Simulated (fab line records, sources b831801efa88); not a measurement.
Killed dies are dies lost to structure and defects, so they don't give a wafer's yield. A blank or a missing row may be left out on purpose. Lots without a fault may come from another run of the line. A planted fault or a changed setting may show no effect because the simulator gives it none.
Which tool did it? | flow sky130 | 12 lots, 36 wafers sampled, at 6 steps of a route of 708

WHAT THE GAUGES READ, wafer by wafer
SKY_VT_ADJUST_HVTR_CD_MEAS_07: target cd 380 nm. Usual: cd_nm 379.3 nm, standard deviation 2.6.
lot  | measured     | on        | cd_nm (nm)        | flag
L207 | day 9 20:43  | cd_sem-01 | 379.1 379.2 381.3 |
L208 | day 10 16:53 | cd_sem-01 | 377.0 377.0 379.6 |
L210 | day 11 02:40 | cd_sem-01 | 377.9 378.3 376.9 |
L213 | day 11 22:43 | cd_sem-01 | 378.0 380.5 379.0 |
L217 | day 12 20:28 | cd_sem-01 | 381.3 379.9 380.9 |
L219 | day 13 11:34 | cd_sem-01 | 377.6 376.8 376.2 |
L220 | day 13 22:41 | cd_sem-02 | 379.5 377.0 376.6 |
L221 | day 14 04:16 | cd_sem-02 | 380.4 379.2 379.3 |
L222 | day 15 01:56 | cd_sem-02 | 379.4 379.2 379.7 |
L224 | day 15 07:49 | cd_sem-01 | 376.0 376.8 374.4 |
L226 | day 15 19:17 | cd_sem-01 | 381.2 378.7 380.9 |
L227 | day 15 22:16 | cd_sem-01 | 377.7 377.1 376.5 |

SKY_VT_ADJUST_PCH_OVL_MEAS_07. Usual: VT_ADJUST_PCH_OVL -0.1 nm, standard deviation 1.3.
lot  | measured     | on         | VT_ADJUST_PCH_OVL (nm) | flag
L207 | day 10 18:47 | overlay-02 | - - -                  | OFF
L208 | day 11 14:53 | overlay-02 | 2.4 -0.4 0.1           |
L210 | day 12 01:22 | overlay-01 | 1.0 -1.3 1.2           |
L213 | day 12 23:02 | overlay-01 | 1.5 2.7 2.1            |
L217 | day 13 22:43 | overlay-02 | -0.5 -1.8 0.8          |
L219 | day 14 14:31 | overlay-02 | -1.2 -0.2 -0.4         |
L220 | day 15 01:16 | overlay-02 | -0.7 -0.4 -1.1         |
L221 | day 15 07:33 | overlay-01 | -0.1 -0.8 -1.5         |
L222 | day 16 05:59 | overlay-01 | 0.3 -0.7 -1.8          |
L224 | day 16 11:22 | overlay-01 | 1.2 0.9 -0.4           |
L226 | day 16 23:29 | overlay-02 | -0.8 0.2 1.5           |
L227 | day 17 01:57 | overlay-02 | 0.5 -1.2 -2.1          |

SKY_VT_ADJUST_PCH_TW_MEAS_10. Usual: VT_ADJUST_PCH_TW 142.3, standard deviation 1.2.
lot  | measured     | on            | VT_ADJUST_PCH_TW  | flag
L207 | day 10 19:05 | film_metro-01 | 30.3 30.2 30.5    | OFF
L208 | day 11 15:11 | film_metro-03 | 140.3 140.0 140.5 |
L210 | day 12 01:38 | film_metro-02 | 142.8 142.6 142.5 |
L213 | day 12 23:19 | film_metro-02 | 143.2 142.7 142.0 |
L217 | day 13 23:00 | film_metro-03 | 141.2 141.5 141.4 |
L219 | day 14 14:48 | film_metro-02 | 141.7 142.8 142.7 |
L220 | day 15 01:33 | film_metro-03 | 141.2 140.2 140.6 |
L221 | day 15 07:50 | film_metro-01 | 143.0 143.1 143.9 |
L222 | day 16 06:17 | film_metro-01 | 142.3 141.8 142.2 |
L224 | day 16 11:39 | film_metro-03 | 142.2 142.2 143.0 |
L226 | day 16 23:47 | film_metro-03 | 141.4 142.3 141.4 |
L227 | day 17 02:14 | film_metro-01 | 142.1 142.5 142.3 |

SKY_GATE_OXIDE_OVL_MEAS_10. Usual: GATE_OXIDE_OVL -0.5 nm, standard deviation 1.2.
lot  | measured     | on         | GATE_OXIDE_OVL (nm) | flag
L207 | day 14 08:37 | overlay-02 | -0.6 -0.6 -1.0      |
L208 | day 15 04:49 | overlay-02 | -0.1 -1.0 0.6       |
L210 | day 15 16:22 | overlay-01 | -1.1 -1.7 -1.1      |
L213 | day 16 14:49 | overlay-02 | 1.1 -0.9 -2.7       |
L217 | day 17 19:31 | overlay-02 | 0.7 0.3 1.6         |
L219 | day 18 12:00 | overlay-02 | -1.1 -2.6 -2.9      |
L220 | day 19 01:29 | overlay-01 | 1.7 1.9 0.9         |
L221 | day 19 07:58 | overlay-02 | 1.7 1.4 -0.7        |
L222 | day 20 10:19 | overlay-01 | 0.7 0.7 1.4         |
L224 | day 20 12:01 | overlay-02 | -1.7 -0.4 -0.1      |
L226 | day 21 00:53 | overlay-02 | 1.7 2.2 0.1         |
L227 | day 21 02:34 | overlay-01 | -1.7 0.0 -1.5       |

SKY_POLY_GATE_CD_MEAS_22. Usual: cd_nm 150.4 nm, standard deviation 2.5.
lot  | measured     | on        | cd_nm (nm)        | flag
L207 | day 17 02:28 | cd_sem-01 | 150.8 150.8 150.3 |
L208 | day 17 21:52 | cd_sem-02 | 148.2 146.7 147.2 |
L210 | day 18 11:25 | cd_sem-01 | 150.6 146.5 149.4 |
L213 | day 19 12:48 | cd_sem-02 | 150.8 152.9 149.6 |
L217 | day 20 16:57 | cd_sem-01 | 148.9 153.2 151.3 |
L219 | day 21 11:56 | cd_sem-01 | 150.2 149.9 148.5 |
L220 | day 21 23:35 | cd_sem-02 | 149.1 151.0 152.4 |
L221 | day 22 05:55 | cd_sem-01 | 152.8 150.9 153.9 |
L222 | day 23 08:55 | cd_sem-02 | 146.7 145.5 150.1 |
L224 | day 23 11:34 | cd_sem-01 | 152.2 152.8 152.4 |
L226 | day 23 20:01 | cd_sem-02 | 153.8 153.4 148.5 |
L227 | day 23 22:44 | cd_sem-02 | 146.2 147.5 142.8 |

WHICH TOOL RAN EACH LOT (tool, then ch and the chambers of the sampled wafers, then the start)
lot  | SKY_VT_ADJUST_PCH_EXPOSE_04
L207 | iline_stepper-01 ch 0, day 10 08:49
L208 | iline_stepper-01 ch 0, day 11 04:21
L210 | iline_stepper-02 ch 0, day 11 14:40
L213 | iline_stepper-01 ch 0, day 12 11:20
L217 | iline_stepper-02 ch 0, day 13 10:12
L219 | iline_stepper-01 ch 0, day 14 00:45
L220 | iline_stepper-02 ch 0, day 14 12:51
L221 | iline_stepper-02 ch 0, day 14 18:09
L222 | iline_stepper-01 ch 0, day 15 16:28
L224 | iline_stepper-02 ch 0, day 15 22:15
L226 | iline_stepper-02 ch 0, day 16 09:18
L227 | iline_stepper-01 ch 0, day 16 11:50
- SKY_VT_ADJUST_PCH_EXPOSE_04: exposes mask NWM, target cd 840 nm.

WHAT THE TOOLS THEMSELVES READ (means of the sampled wafers that have a number; where no wafer has one, the mark that the record gives instead)
SKY_VT_ADJUST_PCH_EXPOSE_04. Usual: exposure_dose_mJ_cm2 255.02, standard deviation 0.28.
lot  | tool             | exposure_dose_mJ_cm2 | flag
L207 | iline_stepper-01 | 255.32               |
L208 | iline_stepper-01 | 254.89               |
L210 | iline_stepper-02 | 254.57               |
L213 | iline_stepper-01 | 255.02               |
L217 | iline_stepper-02 | 255.22               |
L219 | iline_stepper-01 | 255.11               |
L220 | iline_stepper-02 | 255.06               |
L221 | iline_stepper-02 | 255.18               |
L222 | iline_stepper-01 | 254.97               |
L224 | iline_stepper-02 | 255.11               |
L226 | iline_stepper-02 | 255.01               |
L227 | iline_stepper-01 | 254.62               |

THE ANSWER, worked out from the rows above alone
Rule: a lot is off if the mean of its wafers that have a number lies more than 3 standard deviations from the usual mean. A lot without any number at a reading at which 4 lots or more have one is off too. The other lots that the step has rows for count as sound. The gauges are gone through in route order, then the tools' own readings, and for those a lot's mean is taken as printed above. The first step at which some lot is off is used, and at that step the reading that is off furthest; a lot without a number counts as furthest.
Off: L207, at SKY_VT_ADJUST_PCH_OVL_MEAS_07 (VT_ADJUST_PCH_OVL). Without a number there: L207.
A tool fits if, at a process step before that reading, it ran every lot that is off, and no sound lot after the first of them. The gauges at SKY_VT_ADJUST_PCH_OVL_MEAS_07 aren't tried: what is off there is off at SKY_VT_ADJUST_PCH_TW_MEAS_10 too, on other tools, and a gauge's error can't cause that. None of those tried fits.

WHAT THE SIMULATOR HAD PUT IN
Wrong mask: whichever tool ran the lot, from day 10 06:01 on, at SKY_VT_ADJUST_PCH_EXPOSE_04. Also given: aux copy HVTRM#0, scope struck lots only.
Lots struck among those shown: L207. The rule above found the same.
